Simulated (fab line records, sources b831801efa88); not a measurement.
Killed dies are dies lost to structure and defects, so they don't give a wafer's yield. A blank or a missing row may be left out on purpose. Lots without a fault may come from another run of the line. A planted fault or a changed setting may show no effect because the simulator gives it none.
A sampling plan put to the test | flow gf180mcu | one fab line, 56 faults that these records tell of, each judged on the records of the lots that it struck
The plan is the line's own looks: the steps of the route at which a gauge or an inspection reads the wafer and doesn't change it. A look can be judged if struck wafers have a number there and the file gives its usual mean and standard deviation on fault-free wafers. Caught: at a look after the fault's first step, the mean of the struck wafers lies 4 or more of those standard deviations (sigma) from the usual mean. On the tool: the same test on the tool's own readings at the fault's steps. Another recipe on the struck wafers, or a record that is blank for them alone, also counts as caught.

THE FAULTS, as the simulator had put them in
1. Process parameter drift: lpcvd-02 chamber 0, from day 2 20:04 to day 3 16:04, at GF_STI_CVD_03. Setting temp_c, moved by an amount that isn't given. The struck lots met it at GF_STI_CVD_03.
2. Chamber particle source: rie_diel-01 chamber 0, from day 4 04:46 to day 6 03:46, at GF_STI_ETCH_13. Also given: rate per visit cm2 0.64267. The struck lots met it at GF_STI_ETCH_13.
3. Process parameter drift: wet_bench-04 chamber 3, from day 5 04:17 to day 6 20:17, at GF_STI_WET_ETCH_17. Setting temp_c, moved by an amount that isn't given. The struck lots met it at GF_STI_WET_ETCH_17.
4. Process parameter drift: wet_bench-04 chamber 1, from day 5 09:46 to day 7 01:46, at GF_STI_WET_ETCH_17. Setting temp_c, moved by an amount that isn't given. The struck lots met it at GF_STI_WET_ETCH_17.
5. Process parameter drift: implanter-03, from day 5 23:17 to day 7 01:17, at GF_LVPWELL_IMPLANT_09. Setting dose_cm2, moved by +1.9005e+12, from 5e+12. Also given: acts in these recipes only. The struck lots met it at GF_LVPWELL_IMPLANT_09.
6. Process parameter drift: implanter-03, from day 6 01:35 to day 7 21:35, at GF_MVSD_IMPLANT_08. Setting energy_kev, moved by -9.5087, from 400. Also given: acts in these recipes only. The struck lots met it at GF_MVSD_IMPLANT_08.
7. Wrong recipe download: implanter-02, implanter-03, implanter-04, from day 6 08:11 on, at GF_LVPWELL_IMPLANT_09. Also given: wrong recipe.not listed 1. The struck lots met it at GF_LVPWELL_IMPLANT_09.
8. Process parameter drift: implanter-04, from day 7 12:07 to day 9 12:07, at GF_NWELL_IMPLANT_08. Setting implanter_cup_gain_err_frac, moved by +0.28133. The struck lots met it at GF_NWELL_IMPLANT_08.
9. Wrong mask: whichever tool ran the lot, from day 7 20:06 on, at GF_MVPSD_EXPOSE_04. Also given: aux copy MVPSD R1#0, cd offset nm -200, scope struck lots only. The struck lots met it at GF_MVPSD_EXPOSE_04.
10. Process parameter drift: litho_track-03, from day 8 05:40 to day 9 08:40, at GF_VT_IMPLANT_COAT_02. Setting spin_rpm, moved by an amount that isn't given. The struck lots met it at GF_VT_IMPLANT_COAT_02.
11. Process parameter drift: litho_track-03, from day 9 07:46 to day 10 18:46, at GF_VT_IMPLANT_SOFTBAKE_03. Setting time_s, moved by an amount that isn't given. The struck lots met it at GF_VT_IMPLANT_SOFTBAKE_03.
12. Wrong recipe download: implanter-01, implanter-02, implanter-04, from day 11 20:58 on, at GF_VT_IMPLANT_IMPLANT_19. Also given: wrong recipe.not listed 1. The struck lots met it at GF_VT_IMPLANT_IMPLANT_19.
13. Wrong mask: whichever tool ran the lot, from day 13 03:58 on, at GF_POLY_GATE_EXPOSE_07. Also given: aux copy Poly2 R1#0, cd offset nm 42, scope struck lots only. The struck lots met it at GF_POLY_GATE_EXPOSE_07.
14. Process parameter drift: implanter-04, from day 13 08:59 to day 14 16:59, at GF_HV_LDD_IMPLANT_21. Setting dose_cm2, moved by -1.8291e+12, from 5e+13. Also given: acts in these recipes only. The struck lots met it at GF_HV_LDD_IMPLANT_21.
15. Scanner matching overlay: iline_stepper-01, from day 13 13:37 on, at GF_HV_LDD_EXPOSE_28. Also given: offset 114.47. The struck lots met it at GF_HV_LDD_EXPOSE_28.
16. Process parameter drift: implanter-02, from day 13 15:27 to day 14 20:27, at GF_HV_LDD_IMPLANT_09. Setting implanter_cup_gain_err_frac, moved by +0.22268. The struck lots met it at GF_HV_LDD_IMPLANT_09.
17. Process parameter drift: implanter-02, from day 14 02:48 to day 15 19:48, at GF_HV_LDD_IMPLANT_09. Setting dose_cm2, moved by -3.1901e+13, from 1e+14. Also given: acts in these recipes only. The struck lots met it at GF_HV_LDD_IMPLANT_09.
18. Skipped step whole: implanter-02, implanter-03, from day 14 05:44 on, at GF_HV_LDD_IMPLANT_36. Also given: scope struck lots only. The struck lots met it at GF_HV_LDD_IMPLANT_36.
19. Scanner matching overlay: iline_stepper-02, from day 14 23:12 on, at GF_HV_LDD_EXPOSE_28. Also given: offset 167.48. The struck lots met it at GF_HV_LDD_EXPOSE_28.
20. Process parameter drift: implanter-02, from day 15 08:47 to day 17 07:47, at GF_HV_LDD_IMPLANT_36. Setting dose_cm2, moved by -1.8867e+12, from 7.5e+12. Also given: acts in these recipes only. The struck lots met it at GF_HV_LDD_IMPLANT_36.
21. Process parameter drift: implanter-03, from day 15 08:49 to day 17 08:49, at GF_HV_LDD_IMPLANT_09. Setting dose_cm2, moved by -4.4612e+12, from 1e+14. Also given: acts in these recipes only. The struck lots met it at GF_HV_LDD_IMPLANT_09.
22. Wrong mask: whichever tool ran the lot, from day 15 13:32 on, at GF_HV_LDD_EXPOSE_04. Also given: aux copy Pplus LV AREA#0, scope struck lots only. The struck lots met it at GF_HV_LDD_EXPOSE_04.
23. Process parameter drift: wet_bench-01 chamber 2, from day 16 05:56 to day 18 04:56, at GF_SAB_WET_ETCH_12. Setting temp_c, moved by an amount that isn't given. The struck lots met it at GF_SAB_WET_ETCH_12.
24. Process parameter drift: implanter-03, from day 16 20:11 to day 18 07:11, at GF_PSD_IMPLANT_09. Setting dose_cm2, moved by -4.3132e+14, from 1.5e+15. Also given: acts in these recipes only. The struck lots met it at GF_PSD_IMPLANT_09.
25. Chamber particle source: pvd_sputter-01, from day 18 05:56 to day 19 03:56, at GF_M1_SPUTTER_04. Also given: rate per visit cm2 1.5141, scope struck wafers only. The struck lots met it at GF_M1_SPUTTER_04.
26. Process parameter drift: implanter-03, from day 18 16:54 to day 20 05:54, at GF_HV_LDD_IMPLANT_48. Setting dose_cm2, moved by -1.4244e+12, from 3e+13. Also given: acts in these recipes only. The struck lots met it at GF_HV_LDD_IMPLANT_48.
27. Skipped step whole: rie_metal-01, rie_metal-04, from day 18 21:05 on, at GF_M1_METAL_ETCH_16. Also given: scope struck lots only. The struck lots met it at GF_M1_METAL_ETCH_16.
28. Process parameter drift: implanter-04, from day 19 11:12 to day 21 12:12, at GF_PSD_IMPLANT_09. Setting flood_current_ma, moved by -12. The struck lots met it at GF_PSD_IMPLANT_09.
29. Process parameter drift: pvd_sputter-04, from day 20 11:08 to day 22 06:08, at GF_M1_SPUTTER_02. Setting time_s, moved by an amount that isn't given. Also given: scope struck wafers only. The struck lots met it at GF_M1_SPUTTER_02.
30. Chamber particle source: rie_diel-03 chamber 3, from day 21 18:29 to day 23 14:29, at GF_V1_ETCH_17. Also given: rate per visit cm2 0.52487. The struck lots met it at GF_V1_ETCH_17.
31. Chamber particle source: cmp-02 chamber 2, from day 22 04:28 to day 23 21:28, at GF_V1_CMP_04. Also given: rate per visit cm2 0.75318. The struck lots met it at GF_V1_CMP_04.
32. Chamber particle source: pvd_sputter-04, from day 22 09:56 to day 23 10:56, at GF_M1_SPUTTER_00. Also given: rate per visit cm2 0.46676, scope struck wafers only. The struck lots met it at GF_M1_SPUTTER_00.
33. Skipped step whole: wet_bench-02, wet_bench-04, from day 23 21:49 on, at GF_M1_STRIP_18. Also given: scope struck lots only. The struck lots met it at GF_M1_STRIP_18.
34. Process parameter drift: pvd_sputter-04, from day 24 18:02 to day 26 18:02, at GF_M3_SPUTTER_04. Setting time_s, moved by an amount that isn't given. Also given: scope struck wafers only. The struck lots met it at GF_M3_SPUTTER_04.
35. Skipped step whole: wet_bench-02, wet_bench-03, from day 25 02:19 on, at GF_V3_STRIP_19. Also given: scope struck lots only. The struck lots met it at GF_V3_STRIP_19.
36. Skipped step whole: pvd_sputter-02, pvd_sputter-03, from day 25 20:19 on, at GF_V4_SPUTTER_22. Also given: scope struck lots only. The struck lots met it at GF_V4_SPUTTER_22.
37. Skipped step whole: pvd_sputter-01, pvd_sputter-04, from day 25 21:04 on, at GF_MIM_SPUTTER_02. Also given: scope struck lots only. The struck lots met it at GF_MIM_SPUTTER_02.
38. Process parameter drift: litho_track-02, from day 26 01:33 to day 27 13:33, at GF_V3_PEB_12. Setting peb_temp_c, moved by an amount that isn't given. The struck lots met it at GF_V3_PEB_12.
39. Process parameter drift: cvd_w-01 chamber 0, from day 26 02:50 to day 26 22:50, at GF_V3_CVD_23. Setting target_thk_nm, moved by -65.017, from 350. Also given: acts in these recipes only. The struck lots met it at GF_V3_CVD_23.
40. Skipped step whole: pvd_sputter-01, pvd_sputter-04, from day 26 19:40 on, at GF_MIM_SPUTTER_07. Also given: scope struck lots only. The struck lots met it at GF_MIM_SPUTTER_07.
41. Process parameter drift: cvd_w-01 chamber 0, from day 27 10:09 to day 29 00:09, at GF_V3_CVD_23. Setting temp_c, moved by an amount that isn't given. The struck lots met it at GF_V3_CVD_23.
42. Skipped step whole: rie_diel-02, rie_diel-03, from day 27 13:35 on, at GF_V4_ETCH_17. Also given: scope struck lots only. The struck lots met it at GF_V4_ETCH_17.
43. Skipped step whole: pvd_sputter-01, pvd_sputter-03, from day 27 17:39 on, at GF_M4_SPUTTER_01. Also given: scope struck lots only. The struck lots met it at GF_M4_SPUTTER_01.
44. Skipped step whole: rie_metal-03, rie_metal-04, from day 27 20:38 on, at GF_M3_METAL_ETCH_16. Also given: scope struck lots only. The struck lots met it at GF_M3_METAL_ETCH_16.
45. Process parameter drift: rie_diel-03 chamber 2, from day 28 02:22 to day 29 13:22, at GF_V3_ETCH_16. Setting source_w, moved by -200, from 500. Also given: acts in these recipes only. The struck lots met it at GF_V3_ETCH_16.
46. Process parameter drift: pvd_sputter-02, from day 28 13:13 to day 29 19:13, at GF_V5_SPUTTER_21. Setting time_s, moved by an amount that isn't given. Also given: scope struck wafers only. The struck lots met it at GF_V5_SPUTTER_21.
47. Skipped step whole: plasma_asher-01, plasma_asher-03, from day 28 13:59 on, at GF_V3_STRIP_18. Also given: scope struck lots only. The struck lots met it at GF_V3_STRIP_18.
48. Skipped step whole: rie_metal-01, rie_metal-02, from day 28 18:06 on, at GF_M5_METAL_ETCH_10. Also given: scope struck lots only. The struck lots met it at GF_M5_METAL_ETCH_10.
49. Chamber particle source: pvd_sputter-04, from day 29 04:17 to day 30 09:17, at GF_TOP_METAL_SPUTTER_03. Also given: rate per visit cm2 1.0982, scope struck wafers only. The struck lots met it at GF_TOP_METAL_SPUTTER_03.
50. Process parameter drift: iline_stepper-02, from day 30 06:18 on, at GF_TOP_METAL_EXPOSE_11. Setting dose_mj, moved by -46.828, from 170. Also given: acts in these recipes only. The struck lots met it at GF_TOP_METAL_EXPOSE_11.
51. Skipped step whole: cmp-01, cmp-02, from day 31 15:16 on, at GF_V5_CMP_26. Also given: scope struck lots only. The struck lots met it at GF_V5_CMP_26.
52. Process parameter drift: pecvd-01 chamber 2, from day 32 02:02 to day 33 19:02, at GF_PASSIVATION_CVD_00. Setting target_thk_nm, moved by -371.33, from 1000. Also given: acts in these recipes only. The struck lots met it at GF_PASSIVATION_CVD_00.
53. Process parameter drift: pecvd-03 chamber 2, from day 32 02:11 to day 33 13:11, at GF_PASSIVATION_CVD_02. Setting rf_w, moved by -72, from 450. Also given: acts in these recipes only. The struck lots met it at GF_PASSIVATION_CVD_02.
54. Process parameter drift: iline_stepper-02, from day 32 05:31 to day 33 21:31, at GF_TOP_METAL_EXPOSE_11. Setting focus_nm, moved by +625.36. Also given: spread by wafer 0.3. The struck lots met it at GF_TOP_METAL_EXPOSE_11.
55. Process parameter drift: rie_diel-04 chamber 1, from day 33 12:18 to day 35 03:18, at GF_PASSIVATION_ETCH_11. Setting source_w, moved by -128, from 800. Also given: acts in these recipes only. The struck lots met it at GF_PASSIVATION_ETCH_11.
56. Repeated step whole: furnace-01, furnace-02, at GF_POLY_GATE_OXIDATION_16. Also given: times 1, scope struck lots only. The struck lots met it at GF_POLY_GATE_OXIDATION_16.

WHAT THE PLAN SAW
fault | on the tool itself                               | first look that catches it                      | reading, sigma                                       | median hours from its first step to that look | hours from the fault's start to the first struck lot there | judged looks passed uncaught
1     | susceptor_temp_C -81 sigma                       | GF_STI_THK_MEAS_04                              | STI_CVD_03_THK -43                                   | 2.0                                           | 10                                                         | 0
2     | under 2 sigma                                    | none of the 2 looks that can be judged after it | -                                                    | -                                             | -                                                          | 2
3     | temp_c -62 sigma                                 | none of the 2 looks that can be judged after it | -                                                    | -                                             | -                                                          | 2
4     | temp_c -33 sigma                                 | none of the 2 looks that can be judged after it | -                                                    | -                                             | -                                                          | 2
5     | dose_ions_cm2 +99 or beyond sigma                | GF_LVPWELL_TW_MEAS_11                           | LVPWELL_TW +4.0                                      | 0.2                                           | 7                                                          | 0
6     | beam_energy_keV -73 sigma                        | no look after it can be judged                  | -                                                    | -                                             | -                                                          | 0
7     | under 2 sigma                                    | GF_LVPWELL_TW_MEAS_11                           | LVPWELL_TW +38                                       | 0.2                                           | 2                                                          | 0
8     | faraday_current_uA +14 sigma                     | GF_NWELL_TW_MEAS_11                             | NWELL_TW -7.7                                        | 0.4                                           | 6                                                          | 0
9     | no reading that can be judged                    | none of the 2 looks that can be judged after it | -                                                    | -                                             | -                                                          | 2
10    | spin_speed_rpm +76 sigma                         | no look after it can be judged                  | -                                                    | -                                             | -                                                          | 0
11    | heater_power_total_W +99 or beyond sigma         | no look after it can be judged                  | -                                                    | -                                             | -                                                          | 0
12    | under 2 sigma                                    | GF_VT_IMPLANT_TW_MEAS_21                        | VT_IMPLANT_2_TW -47                                  | 0.2                                           | 5                                                          | 0
13    | under 2 sigma                                    | GF_POLY_GATE_CD_MEAS_10                         | cd_nm +37                                            | 9.9                                           | 15                                                         | 0
14    | dose_ions_cm2 -30 sigma                          | no look after it can be judged                  | -                                                    | -                                             | -                                                          | 0
15    | no reading that can be judged                    | GF_HV_LDD_OVL_MEAS_32                           | HV_LDD_02_OVL +82                                    | 10.3                                          | 30                                                         | 0
16    | faraday_current_uA +10 sigma                     | GF_HV_LDD_TW_MEAS_11                            | HV_LDD_TW -10                                        | 0.2                                           | 6                                                          | 0
17    | dose_ions_cm2 -99 or beyond sigma                | GF_HV_LDD_TW_MEAS_11                            | HV_LDD_TW -19                                        | 0.2                                           | 6                                                          | 0
18    | the tool's record is blank for the struck wafers | GF_HV_LDD_TW_MEAS_38                            | HV_LDD_3_TW -17                                      | 0.2                                           | 6                                                          | 0
19    | under 2 sigma                                    | GF_HV_LDD_OVL_MEAS_32                           | HV_LDD_02_OVL +99 or beyond                          | 10.8                                          | 17                                                         | 1
20    | dose_ions_cm2 -99 or beyond sigma                | GF_HV_LDD_TW_MEAS_38                            | HV_LDD_3_TW -4.7                                     | 0.2                                           | 5                                                          | 0
21    | dose_ions_cm2 -45 sigma                          | GF_HV_LDD_RS_MEAS_53                            | HV_LDD_RS +7.9                                       | 70.5                                          | 85                                                         | 1
22    | no reading that can be judged                    | GF_HV_LDD_TW_MEAS_11                            | HV_LDD_TW -99 or beyond                              | 11.1                                          | 12                                                         | 0
23    | temp_c -68 sigma                                 | no look after it can be judged                  | -                                                    | -                                             | -                                                          | 0
24    | dose_ions_cm2 -99 or beyond sigma                | GF_PSD_TW_MEAS_11                               | PSD_TW -10                                           | 0.2                                           | 1                                                          | 0
25    | under 2 sigma                                    | none of the 7 looks that can be judged after it | -                                                    | -                                             | -                                                          | 7
26    | dose_ions_cm2 -42 sigma                          | none of the 2 looks that can be judged after it | strongest: HV_LDD_4_TW at GF_HV_LDD_TW_MEAS_50, -2.6 | -                                             | -                                                          | 2
27    | the tool's record is blank for the struck wafers | no look after it can be judged                  | -                                                    | -                                             | -                                                          | 0
28    | under 2 sigma                                    | none of the 8 looks that can be judged after it | -                                                    | -                                             | -                                                          | 8
29    | under 2 sigma                                    | GF_M1_RS_MEAS_05                                | M1_ALCU_RS -7.3                                      | 0.1                                           | 23                                                         | 0
30    | under 2 sigma                                    | none of the 2 looks that can be judged after it | -                                                    | -                                             | -                                                          | 2
31    | under 2 sigma                                    | no look after it can be judged                  | -                                                    | -                                             | -                                                          | 0
32    | under 2 sigma                                    | none of the 3 looks that can be judged after it | -                                                    | -                                             | -                                                          | 3
33    | the tool's record is blank for the struck wafers | no look after it can be judged                  | -                                                    | -                                             | -                                                          | 0
34    | under 2 sigma                                    | none of the 7 looks that can be judged after it | -                                                    | -                                             | -                                                          | 7
35    | the tool's record is blank for the struck wafers | no look after it can be judged                  | -                                                    | -                                             | -                                                          | 0
36    | the tool's record is blank for the struck wafers | no look after it can be judged                  | -                                                    | -                                             | -                                                          | 0
37    | the tool's record is blank for the struck wafers | no look after it can be judged                  | -                                                    | -                                             | -                                                          | 0
38    | heater_power_total_W +36 sigma                   | GF_V3_CD_MEAS_14                                | cd_nm +7.3                                           | 0.4                                           | 5                                                          | 0
39    | under 2 sigma                                    | GF_V3_RS_MEAS_24                                | V3_W_RS +20                                          | 0.2                                           | 12                                                         | 0
40    | the tool's record is blank for the struck wafers | no look after it can be judged                  | -                                                    | -                                             | -                                                          | 0
41    | susceptor_temp_C -52 sigma                       | GF_V3_RS_MEAS_24                                | V3_W_RS +20                                          | 0.1                                           | 4                                                          | 0
42    | the tool's record is blank for the struck wafers | no look after it can be judged                  | -                                                    | -                                             | -                                                          | 0
43    | the tool's record is blank for the struck wafers | no look after it can be judged                  | -                                                    | -                                             | -                                                          | 0
44    | the tool's record is blank for the struck wafers | no look after it can be judged                  | -                                                    | -                                             | -                                                          | 0
45    | rf_fwd_power_W -94 sigma                         | no look after it can be judged                  | -                                                    | -                                             | -                                                          | 0
46    | under 2 sigma                                    | no look after it can be judged                  | -                                                    | -                                             | -                                                          | 0
47    | the tool's record is blank for the struck wafers | no look after it can be judged                  | -                                                    | -                                             | -                                                          | 0
48    | the tool's record is blank for the struck wafers | no look after it can be judged                  | -                                                    | -                                             | -                                                          | 0
49    | under 2 sigma                                    | no look after it can be judged                  | -                                                    | -                                             | -                                                          | 0
50    | exposure_dose_mJ_cm2 -99 or beyond sigma         | GF_TOP_METAL_CD_MEAS_14                         | cd_nm +34                                            | 8.6                                           | 13                                                         | 0
51    | the tool's record is blank for the struck wafers | no look after it can be judged                  | -                                                    | -                                             | -                                                          | 0
52    | under 2 sigma                                    | GF_PASSIVATION_THK_MEAS_01                      | PASSIVATION_CVD_00_THK -28                           | 0.1                                           | 5                                                          | 0
53    | rf_fwd_power_W -51 sigma                         | GF_PASSIVATION_THK_MEAS_03                      | PASSIVATION_CVD_02_THK -4.8                          | 0.3                                           | 5                                                          | 0
54    | exposure_dose_mJ_cm2 -54 sigma                   | GF_TOP_METAL_CD_MEAS_14                         | cd_nm -8.0                                           | 7.4                                           | 31                                                         | 0
55    | oes_product_au -12 sigma                         | no look after it can be judged                  | -                                                    | -                                             | -                                                          | 0
56    | under 2 sigma                                    | GF_POLY_GATE_THK_MEAS_17                        | POLY_GATE_OXIDATION_THK +35                          | 3.1                                           | -                                                          | 0
A dash: the fault isn't caught, or these records don't give the number.

Caught at a look: 24 of 56. Caught on the tool: 36 of 56. By one or the other: 46 of 56.
Caught on the tool alone: faults 3, 4, 6, 10, 11, 14, 23, 26, 27, 33, 35, 36, 37, 40, 42, 43, 44, 45, 47, 48, 51, 55.
Caught at a look alone: faults 7, 12, 13, 15, 19, 22, 29, 39, 52, 56.
Caught by neither: faults 2, 9, 25, 28, 30, 31, 32, 34, 46, 49.

THINNER SAMPLING
If the look that catches a fault measured only every second or every third lot, by lot number, the first struck lot would be measured this late in the worst case:
fault | struck lots at that look, in order of time | every lot | every second lot | every third lot
1     | L129, L130                                 | 10 h      | 16 h             | may miss all 2
5     | L851, L852                                 | 7 h       | 11 h             | may miss all 2
7     | L676, L677                                 | 2 h       | 10 h             | may miss all 2
8     | L747, L748                                 | 6 h       | 8 h              | may miss all 2
12    | L829, L830                                 | 5 h       | 11 h             | may miss all 2
13    | L836                                       | 15 h      | may miss it      | may miss it
15    | L404, L406                                 | 30 h      | may miss all 2   | may miss all 2
16    | L466, L467                                 | 6 h       | 17 h             | may miss all 2
17    | L656, L658                                 | 6 h       | may miss all 2   | may miss all 2
18    | L547, L548                                 | 6 h       | 14 h             | may miss all 2
19    | L645, L646                                 | 17 h      | 28 h             | may miss all 2
20    | L781, L782, L785                           | 5 h       | 8 h              | may miss all 3
21    | L844, L846, L847                           | 85 h      | 105 h            | may miss all 3
22    | L615                                       | 12 h      | may miss it      | may miss it
24    | L726, L728, L729                           | 1 h       | 30 h             | may miss all 3
29    | L458, L460                                 | 23 h      | may miss all 2   | may miss all 2
38    | L529, L532                                 | 5 h       | 28 h             | may miss all 2
39    | L235, L236                                 | 12 h      | 17 h             | may miss all 2
41    | L766, L768                                 | 4 h       | may miss all 2   | may miss all 2
50    | L695, L696                                 | 13 h      | 26 h             | may miss all 2
52    | L876, L877                                 | 5 h       | 10 h             | may miss all 2
53    | L466, L467                                 | 5 h       | 10 h             | may miss all 2
54    | L588                                       | 31 h      | may miss it      | may miss it
Hours are from the fault's start to the first struck lot that is measured. The limit of 4 sigma was tested on all struck wafers together, so one lot alone may lie under it. Other struck lots may not be in these records.

THE LONGEST TIMED WAY FROM STEP TO LOOK
Fault 21: a median of 70.5 hours passes between GF_HV_LDD_IMPLANT_09 and GF_HV_LDD_RS_MEAS_53. The look between them that can be judged stayed within 4 sigma: GF_HV_LDD_OVL_MEAS_47.
